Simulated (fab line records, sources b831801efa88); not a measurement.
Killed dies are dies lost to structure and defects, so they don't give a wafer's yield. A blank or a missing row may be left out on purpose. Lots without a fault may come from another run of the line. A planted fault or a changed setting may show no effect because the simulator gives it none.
fab line records | flow gf180mcu
record lots=5 wafers=15 last_day=33
route steps=602 shown VT_IMPLANT@93 MVSD@136
lots that met no fault: from a run of the same line without faults
start_h: hours from the record's first day to the start of the lot's first wafer shown | wait_h: hours since the lot's step before | " the same as in the row above | L1.1+2: a row that stands for several wafers | - no value, or no start given | * or withheld: withheld | < > ~ a bound
route shown NAME@n: a module of which the file shows steps, and the number in the route of the first | usual: mean/standard deviation of fault-free wafers | same: alike in all rows | chamber/n: place in a boat | sites: the reading at each site | _std_site: their standard deviation | _edge_site: outer sites' mean less inner sites' | radius_mm: how far each site lies from the wafer's centre | mask NAME#n: copy n | behind: the tool/chamber that last shaped the wafer | hold: why the lot was held/for how many hours/how that ended | device: the transistor (n, p or np) that didn't switch | end of line: the same wafers' tests at the end of the route | a step without rows: its recipe alone | killed: dies lost to structure and defects at the first sort, not the wafer's yield | map: a wafer's dies, x killed, . not, _ none there
set.NAME: the setting as run; set.NAME@STEP: as run at that earlier step | model.NAME: the simulator's own value behind a step, which no gauge read
lots at some steps of the route; a table a step, a row a wafer
services: from which hour (start_h, from the record's first day; less than 0 if before it) a tool's chamber was out of use, for how many hours, and why
## steps
# step GF_VT_IMPLANT_SOFTBAKE_03
# recipe temp_c=90 time_s=60 resist=NOVOLAK
# columns lot.wafer tool chamber start_h wait_h
L075.1+3+5 litho_track-04 0 123.55 0.1
L078.3+4+5 litho_track-04 0 134.85 0.1
L084.2+4+6 litho_track-04 0 166.88 0.1
L086.2+5+6 litho_track-03 0 177.47 0.1
L094.1+3+5 litho_track-04 0 222.85 0.1
# step GF_VT_IMPLANT_EXPOSE_04
# recipe mask_id=LVPWELL_LV_AREA target_cd_nm=600 na=0.6 source_shape=conventional sigma_outer=0.6 dose_mj=140
# columns lot.wafer tool chamber start_h wait_h mask
L075.1+3+5 iline_stepper-01 0 - - LVPWELL_LV_AREA#0
L078.3+4+5 iline_stepper-02 0 - - LVPWELL_LV_AREA#0
L084.2+4+6 iline_stepper-01 0 - - LVPWELL_LV_AREA#0
L086.2+5+6 iline_stepper-02 0 - - LVPWELL_LV_AREA#0
L094.1+3+5 iline_stepper-01 0 - - LVPWELL_LV_AREA#0
# step GF_VT_IMPLANT_PEB_05
# recipe temp_c=withheld time_s=* resist=NOVOLAK
# columns lot.wafer tool chamber start_h wait_h
L075.1+3+5 litho_track-03 0 - -
L078.3+4+5 litho_track-03 0 - -
L084.2+4+6 litho_track-03 0 - -
L086.2+5+6 litho_track-04 0 - -
L094.1+3+5 litho_track-03 0 - -
# step GF_VT_IMPLANT_DEVELOP_06
# recipe develop_time_s=60 dev_temp_c=23
# columns lot.wafer tool chamber start_h wait_h
L075.1+3+5 litho_track-03 0 130.49 0.1
L078.3+4+5 litho_track-03 0 142.34 0.1
L084.2+4+6 litho_track-03 0 174.67 0.1
L086.2+5+6 litho_track-04 0 185.18 0.1
L094.1+3+5 litho_track-03 0 231.64 0.1
# step GF_VT_IMPLANT_OVL_MEAS_07
# usual VT_IMPLANT_OVL=0.4/1.5
# columns lot.wafer tool chamber start_h wait_h VT_IMPLANT_OVL[nm]
L075.1 overlay-01 - 130.64 0.1 1.6
L075.3 " - " " -0.3
L075.5 " - " " -0.8
L078.3 overlay-02 - 142.46 0.1 0.6
L078.4 " - " " 0.2
L078.5 " - " " 1.5
L084.2 overlay-02 - 174.80 0.1 1.2
L084.4 " - " " 1.1
L084.6 " - " " 1.0
L086.2 overlay-01 - 185.31 0.1 -0.7
L086.5 " - " " -0.3
L086.6 " - " " 1.1
L094.1 overlay-01 - 231.79 0.1 -0.5
L094.3 " - " " -0.4
L094.5 " - " " -1.1
# step GF_VT_IMPLANT_IMPLANT_08
# recipe species=BF2 energy_kev=20 dose_cm2=8.29e+12 tilt_deg=7
# usual tilt_deg=6.999/0.021
# columns lot.wafer tool chamber start_h wait_h tilt_deg
L075.1 implanter-03 0 130.68 0.0 6.995
L075.3 " 0 " " 7.015
L075.5 " 0 " " 6.965
L078.3 implanter-04 0 142.53 0.1 7.014
L078.4 " 0 " " 6.993
L078.5 " 0 " " 7.004
L084.2 implanter-01 0 174.85 0.0 6.987
L084.4 " 0 " " 6.979
L084.6 " 0 " " 6.963
L086.2 implanter-04 0 185.36 0.0 7.024
L086.5 " 0 " " 6.997
L086.6 " 0 " " 7.038
L094.1 implanter-01 0 231.83 0.0 6.983
L094.3 " 0 " " 6.996
L094.5 " 0 " " 7.009
# step GF_VT_IMPLANT_STRIP_09
# recipe chemistry=O2/N2 power_w=1400 pressure_mtorr=1500 platen_temp_c=250 o2_flow_sccm=3000 n2_flow_sccm=300 overash_fraction=0.5
# usual drypump_motor_current_A=5.7/0.38 heater_power_w=308/14 oes_product_au=0.716/0.0044 strip_time_to_endpoint_s=12.64/0.038
# columns lot.wafer tool chamber start_h wait_h drypump_motor_current_A heater_power_w oes_product_au rf_hours_counter_h strip_time_to_endpoint_s
L075.1 plasma_asher-01 1 130.83 0.1 5.7 303 0.716 1 12.63
L075.3 " 1 " " 5.7 297 0.713 - 12.59
L075.5 " 0 " " 5.4 325 0.713 - 12.60
L078.3 plasma_asher-01 0 142.66 0.1 5.4 307 0.712 - 12.65
L078.4 " 1 " " 5.8 296 0.719 - 12.66
L078.5 " 1 " " 5.8 304 0.717 - 12.65
L084.2 plasma_asher-02 0 174.98 0.1 5.5 293 0.721 52 12.57
L084.4 " 1 " " 5.3 331 0.714 - 12.60
L084.6 " 1 " " 5.3 332 0.722 - 12.61
L086.2 plasma_asher-02 1 185.49 0.1 5.3 347 0.714 53 12.69
L086.5 " 0 " " 5.5 301 0.716 - 12.66
L086.6 " 1 " " 5.3 334 0.711 - 12.67
L094.1 plasma_asher-01 0 231.98 0.1 5.4 319 0.719 12 12.71
L094.3 " 0 " " 5.4 322 0.709 - 12.69
L094.5 " 0 " " 5.4 317 0.713 - 12.70
# step GF_VT_IMPLANT_TW_MEAS_10
# usual VT_IMPLANT_TW=566/3.7
# columns lot.wafer tool chamber start_h wait_h VT_IMPLANT_TW
L075.1 film_metro-01 - 130.93 0.1 569
L075.3 " - " " 569
L075.5 " - " " 567
L078.3 film_metro-01 - 142.75 0.1 568
L078.4 " - " " 570
L078.5 " - " " 569
L084.2 film_metro-02 - 175.09 0.1 571
L084.4 " - " " 566
L084.6 " - " " 569
L086.2 film_metro-04 - 185.60 0.1 562
L086.5 " - " " 564
L086.6 " - " " 563
L094.1 film_metro-02 - 232.08 0.1 569
L094.3 " - " " 573
L094.5 " - " " 571
# step GF_VT_IMPLANT_DEHYDRATE_11
# recipe temp_c=200 time_s=60
# columns lot.wafer tool chamber start_h wait_h
L075.1+3+5 litho_track-04 0 137.85 6.9
L078.3+4+5 litho_track-04 0 149.55 6.8
L084.2+4+6 litho_track-04 0 182.88 7.8
L086.2+5+6 litho_track-03 0 193.37 7.8
L094.1+3+5 litho_track-04 0 240.45 8.4
# step GF_VT_IMPLANT_HMDS_12
# recipe prime_time_s=60 prime_temp_c=120
# columns lot.wafer tool chamber start_h wait_h
L075.1+3+5 litho_track-04 0 138.00 0.1
L078.3+4+5 litho_track-04 0 149.70 0.1
L084.2+4+6 litho_track-04 0 183.03 0.1
L086.2+5+6 litho_track-03 0 193.52 0.1
L094.1+3+5 litho_track-04 0 240.60 0.1
# step GF_VT_IMPLANT_COAT_13
# recipe resist=NOVOLAK spin_rpm=3000 resist_thk_nm=1000
# columns lot.wafer tool chamber start_h wait_h
L075.1+3+5 litho_track-04 0 138.15 0.1
L078.3+4+5 litho_track-04 0 149.85 0.1
L084.2+4+6 litho_track-04 0 183.18 0.1
L086.2+5+6 litho_track-03 0 193.67 0.1
L094.1+3+5 litho_track-04 0 240.75 0.1
# step GF_VT_IMPLANT_SOFTBAKE_14
# recipe temp_c=89.34 time_s=60 resist=NOVOLAK
# columns lot.wafer tool chamber start_h wait_h
L075.1+3+5 litho_track-04 0 138.30 0.1
L078.3+4+5 litho_track-04 0 150.00 0.1
L084.2+4+6 litho_track-04 0 183.33 0.1
L086.2+5+6 litho_track-03 0 193.82 0.1
L094.1+3+5 litho_track-04 0 240.90 0.1
# step GF_VT_IMPLANT_EXPOSE_15
# recipe mask_id=Nwell_LV_AREA target_cd_nm=860 na=0.6 source_shape=conventional sigma_outer=0.6 dose_mj=140
# columns lot.wafer tool chamber start_h wait_h mask
L075.1+3+5 iline_stepper-02 0 - - Nwell_LV_AREA#0
L078.3+4+5 iline_stepper-02 0 - - Nwell_LV_AREA#0
L084.2+4+6 iline_stepper-02 0 - - Nwell_LV_AREA#0
L086.2+5+6 iline_stepper-02 0 - - Nwell_LV_AREA#0
L094.1+3+5 iline_stepper-01 0 - - Nwell_LV_AREA#0
# step GF_VT_IMPLANT_PEB_16
# recipe temp_c=withheld time_s=* resist=NOVOLAK
# columns lot.wafer tool chamber start_h wait_h
L075.1+3+5 litho_track-03 0 - -
L078.3+4+5 litho_track-04 0 - -
L084.2+4+6 litho_track-03 0 - -
L086.2+5+6 litho_track-03 0 - -
L094.1+3+5 litho_track-04 0 - -
# step GF_VT_IMPLANT_DEVELOP_17
# recipe develop_time_s=60 dev_temp_c=23
# columns lot.wafer tool chamber start_h wait_h
L075.1+3+5 litho_track-03 0 145.69 0.1
L078.3+4+5 litho_track-04 0 157.90 0.1
L084.2+4+6 litho_track-03 0 190.97 0.1
L086.2+5+6 litho_track-03 0 201.72 0.1
L094.1+3+5 litho_track-04 0 249.55 0.1
# step GF_VT_IMPLANT_OVL_MEAS_18
# usual VT_IMPLANT_01_OVL=-0.8/1.2
# columns lot.wafer tool chamber start_h wait_h VT_IMPLANT_01_OVL[nm]
L075.1 overlay-02 - 145.84 0.1 -1.1
L075.3 " - " " -1.6
L075.5 " - " " -0.8
L078.3 overlay-01 - 158.01 0.1 -0.8
L078.4 " - " " 0.1
L078.5 " - " " -0.7
L084.2 overlay-01 - 191.10 0.1 1.2
L084.4 " - " " -1.3
L084.6 " - " " -1.3
L086.2 overlay-01 - 201.85 0.1 -0.4
L086.5 " - " " -0.8
L086.6 " - " " -1.1
L094.1 overlay-02 - 249.70 0.1 -2.7
L094.3 " - " " -1.0
L094.5 " - " " -0.7
# step GF_VT_IMPLANT_IMPLANT_19
# recipe species=As energy_kev=100 dose_cm2=4.35e+12 tilt_deg=7
# usual tilt_deg=6.996/0.018
# columns lot.wafer tool chamber start_h wait_h tilt_deg
L075.1 implanter-01 0 145.88 0.0 6.994
L075.3 " 0 " " 6.981
L075.5 " 0 " " 6.971
L078.3 implanter-01 0 158.09 0.1 6.977
L078.4 " 0 " " 6.998
L078.5 " 0 " " 7.010
L084.2 implanter-01 0 191.15 0.0 7.030
L084.4 " 0 " " 7.009
L084.6 " 0 " " 6.995
L086.2 implanter-01 0 201.90 0.0 6.984
L086.5 " 0 " " 6.987
L086.6 " 0 " " 6.979
L094.1 implanter-01 0 249.73 0.0 6.982
L094.3 " 0 " " 6.971
L094.5 " 0 " " 7.014
# step GF_VT_IMPLANT_STRIP_20
# recipe chemistry=O2/N2 power_w=1400 pressure_mtorr=1500 platen_temp_c=250 o2_flow_sccm=3000 n2_flow_sccm=300 overash_fraction=0.5
# usual drypump_motor_current_A=5.7/0.38 heater_power_w=309/15 oes_product_au=0.716/0.0045 strip_time_to_endpoint_s=12.658/0.026
# columns lot.wafer tool chamber start_h wait_h drypump_motor_current_A heater_power_w oes_product_au rf_hours_counter_h strip_time_to_endpoint_s
L075.1 plasma_asher-01 0 146.03 0.1 5.4 310 0.714 3 12.658
L075.3 " 1 " " 5.7 304 0.713 - 12.663
L075.5 " 1 " " 5.7 296 0.720 - 12.656
L078.3 plasma_asher-02 0 158.22 0.1 5.5 290 0.723 - 12.698
L078.4 " 1 " " 5.3 330 0.719 - 12.664
L078.5 " 0 " " 5.5 306 0.718 - 12.675
L084.2 plasma_asher-02 0 191.28 0.1 5.5 293 0.717 54 12.606
L084.4 " 0 " " 5.5 302 0.714 - 12.630
L084.6 " 0 " " 5.5 292 0.715 - 12.647
L086.2 plasma_asher-01 1 202.03 0.1 5.7 310 0.715 9 12.655
L086.5 " 0 " " 5.4 314 0.719 - 12.658
L086.6 " 1 " " 5.7 297 0.715 - 12.636
L094.1 plasma_asher-02 0 249.88 0.1 5.5 291 0.707 61 12.612
L094.3 " 0 " " 5.5 299 0.712 - 12.631
L094.5 " 1 " " 5.3 332 0.706 - 12.644
# step GF_VT_IMPLANT_TW_MEAS_21
# usual VT_IMPLANT_2_TW=1221/8
# columns lot.wafer tool chamber start_h wait_h VT_IMPLANT_2_TW
L075.1 film_metro-01 - 146.13 0.1 1224
L075.3 " - " " 1229
L075.5 " - " " 1222
L078.3 film_metro-04 - 158.31 0.1 1208
L078.4 " - " " 1204
L078.5 " - " " 1203
L084.2 film_metro-04 - 191.41 0.1 1215
L084.4 " - " " 1216
L084.6 " - " " 1217
L086.2 film_metro-01 - 202.14 0.1 1223
L086.5 " - " " 1224
L086.6 " - " " 1221
L094.1 film_metro-04 - 249.98 0.1 1215
L094.3 " - " " 1224
L094.5 " - " " 1221
# step GF_VT_IMPLANT_DEHYDRATE_22
# recipe temp_c=200 time_s=60
# columns lot.wafer tool chamber start_h wait_h
L075.1+3+5 litho_track-03 0 153.24 7.1
L078.3+4+5 litho_track-04 0 165.55 7.2
L084.2+4+6 litho_track-01 0 198.71 7.3
L086.2+5+6 litho_track-04 0 210.52 8.4
L094.1+3+5 litho_track-03 0 259.19 9.2
# step GF_VT_IMPLANT_HMDS_23
# recipe prime_time_s=60 prime_temp_c=120
# columns lot.wafer tool chamber start_h wait_h
L075.1+3+5 litho_track-03 0 153.39 0.1
L078.3+4+5 litho_track-04 0 165.70 0.1
L084.2+4+6 litho_track-01 0 198.86 0.1
L086.2+5+6 litho_track-04 0 210.67 0.1
L094.1+3+5 litho_track-03 0 259.34 0.1
# step GF_VT_IMPLANT_COAT_24
# recipe resist=NOVOLAK spin_rpm=3000 resist_thk_nm=1000
# columns lot.wafer tool chamber start_h wait_h
L075.1+3+5 litho_track-03 0 153.54 0.1
L078.3+4+5 litho_track-04 0 165.85 0.1
L084.2+4+6 litho_track-01 0 199.01 0.1
L086.2+5+6 litho_track-04 0 210.82 0.1
L094.1+3+5 litho_track-03 0 259.49 0.1
# step GF_VT_IMPLANT_SOFTBAKE_25
# recipe temp_c=90 time_s=60 resist=NOVOLAK
# columns lot.wafer tool chamber start_h wait_h
L075.1+3+5 litho_track-03 0 153.69 0.1
L078.3+4+5 litho_track-04 0 166.00 0.1
L084.2+4+6 litho_track-01 0 199.16 0.1
L086.2+5+6 litho_track-04 0 210.97 0.1
L094.1+3+5 litho_track-03 0 259.64 0.1
# step GF_VT_IMPLANT_EXPOSE_26
# recipe mask_id=LVPWELL_HV_AREA target_cd_nm=860 na=0.6 source_shape=conventional sigma_outer=0.6 dose_mj=140
# columns lot.wafer tool chamber start_h wait_h mask
L075.1+3+5 iline_stepper-01 0 - - LVPWELL_HV_AREA#0
L078.3+4+5 iline_stepper-01 0 - - LVPWELL_HV_AREA#0
L084.2+4+6 iline_stepper-02 0 - - LVPWELL_HV_AREA#0
L086.2+5+6 iline_stepper-02 0 - - LVPWELL_HV_AREA#0
L094.1+3+5 iline_stepper-01 0 - - LVPWELL_HV_AREA#0
# step GF_VT_IMPLANT_PEB_27
# recipe temp_c=withheld time_s=* resist=NOVOLAK
# columns lot.wafer tool chamber start_h wait_h
L075.1+3+5 litho_track-04 0 - -
L078.3+4+5 litho_track-03 0 - -
L084.2+4+6 litho_track-01 0 - -
L086.2+5+6 litho_track-01 0 - -
L094.1+3+5 litho_track-03 0 - -
# step GF_VT_IMPLANT_DEVELOP_28
# recipe develop_time_s=60 dev_temp_c=23
# columns lot.wafer tool chamber start_h wait_h
L075.1+3+5 litho_track-04 0 161.45 0.1
L078.3+4+5 litho_track-03 0 173.79 0.1
L084.2+4+6 litho_track-01 0 207.06 0.1
L086.2+5+6 litho_track-01 0 219.41 0.1
L094.1+3+5 litho_track-03 0 268.29 0.1
# step GF_VT_IMPLANT_OVL_MEAS_29
# usual VT_IMPLANT_02_OVL=-0.1/1.3
# columns lot.wafer tool chamber start_h wait_h VT_IMPLANT_02_OVL[nm]
L075.1 overlay-02 - 161.60 0.1 -1.9
L075.3 " - " " -2.1
L075.5 " - " " -0.4
L078.3 overlay-02 - 173.91 0.1 -3.0
L078.4 " - " " -1.8
L078.5 " - " " -2.7
L084.2 overlay-01 - 207.19 0.1 -1.3
L084.4 " - " " -0.8
L084.6 " - " " -3.5
L086.2 overlay-01 - 219.54 0.1 -1.0
L086.5 " - " " -3.5
L086.6 " - " " 1.5
L094.1 overlay-01 - 268.44 0.1 1.7
L094.3 " - " " 0.7
L094.5 " - " " 1.0
# step GF_VT_IMPLANT_IMPLANT_30
# recipe species=B energy_kev=25 dose_cm2=2.534e+12 tilt_deg=7
# usual tilt_deg=7.002/0.021
# columns lot.wafer tool chamber start_h wait_h tilt_deg
L075.1 implanter-01 0 161.64 0.0 6.997
L075.3 " 0 " " 7.014
L075.5 " 0 " " 7.024
L078.3 implanter-04 0 173.98 0.1 7.022
L078.4 " 0 " " 7.041
L078.5 " 0 " " 7.026
L084.2 implanter-03 0 207.25 0.0 7.044
L084.4 " 0 " " 7.026
L084.6 " 0 " " 7.019
L086.2 implanter-04 0 219.60 0.0 7.064
L086.5 " 0 " " 7.002
L086.6 " 0 " " 7.033
L094.1 implanter-03 0 268.48 0.0 7.009
L094.3 " 0 " " 6.987
L094.5 " 0 " " 6.981
# step GF_VT_IMPLANT_STRIP_31
# recipe chemistry=O2/N2 power_w=1400 pressure_mtorr=1500 platen_temp_c=250 o2_flow_sccm=3000 n2_flow_sccm=300 overash_fraction=0.5
# usual drypump_motor_current_A=5.9/0.44 heater_power_w=304/12 oes_product_au=0.715/0.0045 strip_time_to_endpoint_s=12.64/0.039
# columns lot.wafer tool chamber start_h wait_h drypump_motor_current_A heater_power_w oes_product_au rf_hours_counter_h strip_time_to_endpoint_s
L075.1 plasma_asher-03 1 161.79 0.1 6.2 299 0.716 51 12.62
L075.3 " 0 " " 6.5 295 0.716 - 12.65
L075.5 " 0 " " 6.5 307 0.717 - 12.65
L078.3 plasma_asher-01 1 174.11 0.1 5.7 298 0.713 - 12.59
L078.4 " 0 " " 5.4 318 0.723 - 12.65
L078.5 " 1 " " 5.7 299 0.721 - 12.62
L084.2 plasma_asher-03 0 207.37 0.1 6.5 298 0.717 56 12.65
L084.4 " 0 " " 6.5 300 0.711 - 12.68
L084.6 " 1 " " 6.2 294 0.711 - 12.65
L086.2 plasma_asher-03 1 219.72 0.1 6.2 297 0.716 57 12.67
L086.5 " 0 " " 6.5 301 0.710 - 12.65
L086.6 " 1 " " 6.2 300 0.716 - 12.65
L094.1 plasma_asher-01 0 268.63 0.1 5.4 315 0.712 16 12.66
L094.3 " 1 " " 5.7 303 0.717 - 12.66
L094.5 " 1 " " 5.7 303 0.717 - 12.65
# step GF_VT_IMPLANT_TW_MEAS_32
# usual VT_IMPLANT_3_TW=270.0/2.2
# columns lot.wafer tool chamber start_h wait_h VT_IMPLANT_3_TW
L075.1 film_metro-04 - 161.89 0.1 266.1
L075.3 " - " " 267.5
L075.5 " - " " 266.1
L078.3 film_metro-04 - 174.20 0.1 269.4
L078.4 " - " " 267.5
L078.5 " - " " 269.1
L084.2 film_metro-04 - 207.48 0.1 268.2
L084.4 " - " " 269.0
L084.6 " - " " 268.7
L086.2 film_metro-04 - 219.83 0.1 266.3
L086.5 " - " " 267.6
L086.6 " - " " 267.5
L094.1 film_metro-02 - 268.73 0.1 270.8
L094.3 " - " " 272.4
L094.5 " - " " 269.7
# step GF_VT_IMPLANT_DEHYDRATE_33
# recipe temp_c=200 time_s=57.75
# columns lot.wafer tool chamber start_h wait_h
L075.1+3+5 litho_track-04 0 168.95 7.1
L078.3+4+5 litho_track-03 0 182.14 7.9
L084.2+4+6 litho_track-04 0 216.02 8.5
L086.2+5+6 litho_track-01 0 227.91 8.1
L094.1+3+5 litho_track-03 0 277.89 9.2
# step GF_VT_IMPLANT_HMDS_34
# recipe prime_time_s=60 prime_temp_c=120
# columns lot.wafer tool chamber start_h wait_h
L075.1+3+5 litho_track-04 0 169.10 0.1
L078.3+4+5 litho_track-03 0 182.29 0.1
L084.2+4+6 litho_track-04 0 216.17 0.1
L086.2+5+6 litho_track-01 0 228.06 0.1
L094.1+3+5 litho_track-03 0 278.04 0.1
# step GF_VT_IMPLANT_COAT_35
# recipe resist=NOVOLAK spin_rpm=3000 resist_thk_nm=1000
# columns lot.wafer tool chamber start_h wait_h
L075.1+3+5 litho_track-04 0 169.25 0.1
L078.3+4+5 litho_track-03 0 182.44 0.1
L084.2+4+6 litho_track-04 0 216.32 0.1
L086.2+5+6 litho_track-01 0 228.21 0.1
L094.1+3+5 litho_track-03 0 278.19 0.1
# step GF_VT_IMPLANT_SOFTBAKE_36
# recipe temp_c=90 time_s=60 resist=NOVOLAK
# columns lot.wafer tool chamber start_h wait_h
L075.1+3+5 litho_track-04 0 169.40 0.1
L078.3+4+5 litho_track-03 0 182.59 0.1
L084.2+4+6 litho_track-04 0 216.47 0.1
L086.2+5+6 litho_track-01 0 228.36 0.1
L094.1+3+5 litho_track-03 0 278.34 0.1
# step GF_VT_IMPLANT_EXPOSE_37
# recipe mask_id=Nwell_HV_AREA target_cd_nm=860 na=0.6 source_shape=conventional sigma_outer=0.6 dose_mj=140
# columns lot.wafer tool chamber start_h wait_h mask
L075.1+3+5 iline_stepper-02 0 - - Nwell_HV_AREA#0
L078.3+4+5 iline_stepper-02 0 - - Nwell_HV_AREA#0
L084.2+4+6 iline_stepper-01 0 - - Nwell_HV_AREA#0
L086.2+5+6 iline_stepper-01 0 - - Nwell_HV_AREA#0
L094.1+3+5 iline_stepper-01 0 - - Nwell_HV_AREA#0
# step GF_VT_IMPLANT_PEB_38
# recipe temp_c=withheld time_s=* resist=NOVOLAK
# columns lot.wafer tool chamber start_h wait_h
L075.1+3+5 litho_track-01 0 - -
L078.3+4+5 litho_track-03 0 - -
L084.2+4+6 litho_track-04 0 - -
L086.2+5+6 litho_track-01 0 - -
L094.1+3+5 litho_track-03 0 - -
# step GF_VT_IMPLANT_DEVELOP_39
# recipe develop_time_s=60 dev_temp_c=23
# columns lot.wafer tool chamber start_h wait_h
L075.1+3+5 litho_track-01 0 177.09 0.1
L078.3+4+5 litho_track-03 0 190.34 0.1
L084.2+4+6 litho_track-04 0 224.52 0.1
L086.2+5+6 litho_track-01 0 237.36 0.1
L094.1+3+5 litho_track-03 0 287.79 0.1
# step GF_VT_IMPLANT_OVL_MEAS_40
# usual VT_IMPLANT_03_OVL=-0.2/1.2
# columns lot.wafer tool chamber start_h wait_h VT_IMPLANT_03_OVL[nm]
L075.1 overlay-01 - 177.24 0.1 -2.0
L075.3 " - " " -1.1
L075.5 " - " " -0.3
L078.3 overlay-02 - 190.45 0.1 1.8
L078.4 " - " " 0.4
L078.5 " - " " -1.7
L084.2 overlay-01 - 224.66 0.1 -0.7
L084.4 " - " " -0.5
L084.6 " - " " 0.6
L086.2 overlay-02 - 237.49 0.1 0.0
L086.5 " - " " -1.4
L086.6 " - " " -2.0
L094.1 overlay-02 - 287.94 0.1 -0.4
L094.3 " - " " -0.4
L094.5 " - " " -1.6
# step GF_VT_IMPLANT_IMPLANT_41
# recipe species=As energy_kev=70 dose_cm2=1.013e+12 tilt_deg=7
# usual tilt_deg=6.998/0.021
# columns lot.wafer tool chamber start_h wait_h tilt_deg
L075.1 implanter-01 0 177.27 0.0 6.946
L075.3 " 0 " " 7.006
L075.5 " 0 " " 6.992
L078.3 implanter-03 0 190.53 0.1 6.971
L078.4 " 0 " " 7.016
L078.5 " 0 " " 7.001
L084.2 implanter-01 0 224.71 0.0 7.022
L084.4 " 0 " " 7.015
L084.6 " 0 " " 7.011
L086.2 implanter-01 0 237.55 0.0 6.974
L086.5 " 0 " " 7.018
L086.6 " 0 " " 7.008
L094.1 implanter-03 0 287.98 0.0 6.974
L094.3 " 0 " " 6.974
L094.5 " 0 " " 6.976
# step GF_VT_IMPLANT_STRIP_42
# recipe chemistry=O2/N2 power_w=1400 pressure_mtorr=1500 platen_temp_c=250 o2_flow_sccm=3000 n2_flow_sccm=300 overash_fraction=0.5
# usual drypump_motor_current_A=5.8/0.46 heater_power_w=308/15 oes_product_au=0.716/0.0046 strip_time_to_endpoint_s=12.636/0.027
# columns lot.wafer tool chamber start_h wait_h drypump_motor_current_A heater_power_w oes_product_au rf_hours_counter_h strip_time_to_endpoint_s
L075.1 plasma_asher-03 0 177.42 0.1 6.5 296 0.714 53 12.614
L075.3 " 1 " " 6.1 300 0.719 - 12.606
L075.5 " 1 " " 6.1 294 0.721 - 12.608
L078.3 plasma_asher-02 1 190.66 0.1 5.3 324 0.714 - 12.627
L078.4 " 0 " " 5.5 299 0.718 - 12.613
L078.5 " 1 " " 5.3 338 0.718 - 12.636
L084.2 plasma_asher-02 0 224.84 0.1 5.5 300 0.716 58 12.640
L084.4 " 0 " " 5.5 299 0.715 - 12.665
L084.6 " 0 " " 5.5 297 0.712 - 12.658
L086.2 plasma_asher-02 0 237.67 0.1 5.6 299 0.720 59 12.617
L086.5 " 0 " " 5.5 302 0.720 - 12.612
L086.6 " 1 " " 5.3 332 0.722 - 12.661
L094.1 plasma_asher-03 1 288.13 0.1 6.2 293 0.719 62 12.680
L094.3 " 1 " " 6.2 295 0.717 - 12.666
L094.5 " 1 " " 6.2 296 0.722 - 12.679
# step GF_VT_IMPLANT_TW_MEAS_43
# usual VT_IMPLANT_4_TW=693/5.5
# columns lot.wafer tool chamber start_h wait_h VT_IMPLANT_4_TW
L075.1 film_metro-02 - 177.52 0.1 694
L075.3 " - " " 693
L075.5 " - " " 695
L078.3 film_metro-01 - 190.75 0.1 703
L078.4 " - " " 697
L078.5 " - " " 701
L084.2 film_metro-02 - 224.95 0.1 699
L084.4 " - " " 696
L084.6 " - " " 700
L086.2 film_metro-04 - 237.78 0.1 682
L086.5 " - " " 689
L086.6 " - " " 687
L094.1 film_metro-01 - 288.23 0.1 693
L094.3 " - " " 693
L094.5 " - " " 695
# step GF_VT_IMPLANT_CLEAN_44
# recipe chemistry=SC1/SC2 mix=1:4:20 temp_c=70 time_s=150 dry=n2_spin
# usual bath_guard_temp_C=70.1/0.48 bath_heat_duty_pct=13.5/1.3
# columns lot.wafer tool chamber start_h wait_h bath_guard_temp_C bath_heat_duty_pct
L075.1 wet_bench-02 2 177.58 0.1 70.0 14.7
L075.3 " 2 " " 69.7 13.9
L075.5 " 2 " " 70.0 13.8
L078.3 wet_bench-01 0 190.79 0.0 70.2 12.9
L078.4 " 0 " " 69.7 12.8
L078.5 " 0 " " 70.1 12.9
L084.2 wet_bench-02 1 225.00 0.0 70.6 15.7
L084.4 " 1 " " 70.4 14.1
L084.6 " 1 " " 70.3 13.5
L086.2 wet_bench-03 3 237.83 0.0 69.8 11.2
L086.5 " 3 " " 70.0 12.1
L086.6 " 3 " " 69.9 10.5
L094.1 wet_bench-01 2 288.29 0.1 71.0 14.4
L094.3 " 2 " " 70.4 14.1
L094.5 " 2 " " 70.7 15.3
# step GF_VT_IMPLANT_RTA_45
# recipe temp_c=1050 time_s=30 ambient=N2
# usual anneal_temp_c_max=1054.4/1.1 lamp_power_pct=34/3.4 wafer_temp_C_max=1054.0/0.78
# columns lot.wafer tool chamber start_h wait_h anneal_temp_c_max lamp_power_pct wafer_temp_C_max
L075.1 rtp_anneal-01 0 177.63 0.0 1055.0 40 1053.3
L075.3 " 0 " " 1054.1 40 1053.8
L075.5 " 0 " " 1053.3 40 1053.9
L078.3 rtp_anneal-01 0 190.87 0.0 1053.3 40 1053.2
L078.4 " 0 " " 1053.8 40 1055.5
L078.5 " 0 " " 1053.7 40 1054.5
L084.2 rtp_anneal-02 0 225.06 0.0 1053.3 32 1055.1
L084.4 " 0 " " 1052.8 32 1054.8
L084.6 " 0 " " 1053.8 32 1053.7
L086.2 rtp_anneal-02 0 237.90 0.0 1054.0 32 1053.1
L086.5 " 0 " " 1055.5 32 1053.7
L086.6 " 0 " " 1055.9 32 1053.1
L094.1 rtp_anneal-02 0 288.34 0.0 1054.5 32 1053.9
L094.3 " 0 " " 1054.3 32 1054.9
L094.5 " 0 " " 1055.0 32 1053.7
# step GF_VT_IMPLANT_RS_MEAS_46
# recipe thk_meas_gauge=four-point-probe
# usual MVSD_RS=457.2/1.2
# columns lot.wafer tool chamber start_h wait_h MVSD_RS[ohm/sq]
L075.1 film_metro-03 - 177.83 0.2 456.6
L075.3 " - " " 456.4
L075.5 " - " " 456.0
L078.3 film_metro-03 - 190.98 0.1 456.7
L078.4 " - " " 455.6
L078.5 " - " " 456.9
L084.2 film_metro-02 - 225.17 0.1 460.6
L084.4 " - " " 459.8
L084.6 " - " " 460.2
L086.2 film_metro-01 - 238.00 0.1 458.2
L086.5 " - " " 457.4
L086.6 " - " " 459.3
L094.1 film_metro-02 - 288.44 0.1 458.2
L094.3 " - " " 459.5
L094.5 " - " " 458.6
## services
# columns tool chamber start_h hours kind
implanter-04 - 107.81 4.4 pm
plasma_asher-01 - 108.75 9.0 pm
iline_stepper-01 - 112.17 1.7 pm
implanter-04 - 113.83 5.9 repair
rtp_anneal-01 - 117.80 4.0 pm
wet_bench-01 - 121.89 0.7 repair
iline_stepper-01 - 132.62 4.4 pm
plasma_asher-03 - 147.72 3.7 repair
iline_stepper-02 - 156.53 4.4 pm
iline_stepper-02 - 163.60 5.5 repair
implanter-03 - 165.72 2.3 repair
iline_stepper-01 - 182.57 13.8 repair
implanter-04 - 211.80 0.6 repair
implanter-03 - 223.37 3.8 pm
implanter-01 - 225.21 5.6 pm
plasma_asher-03 - 227.44 14.6 pm
implanter-03 - 233.33 23.2 repair
implanter-04 - 234.28 6.0 repair
implanter-03 - 236.70 5.6 repair
wet_bench-03 - 258.02 1.9 pm
implanter-04 - 264.55 2.7 repair
iline_stepper-02 - 271.71 1.1 repair
implanter-03 - 275.62 2.9 repair
implanter-01 - 287.14 13.6 pm
## key
fault none
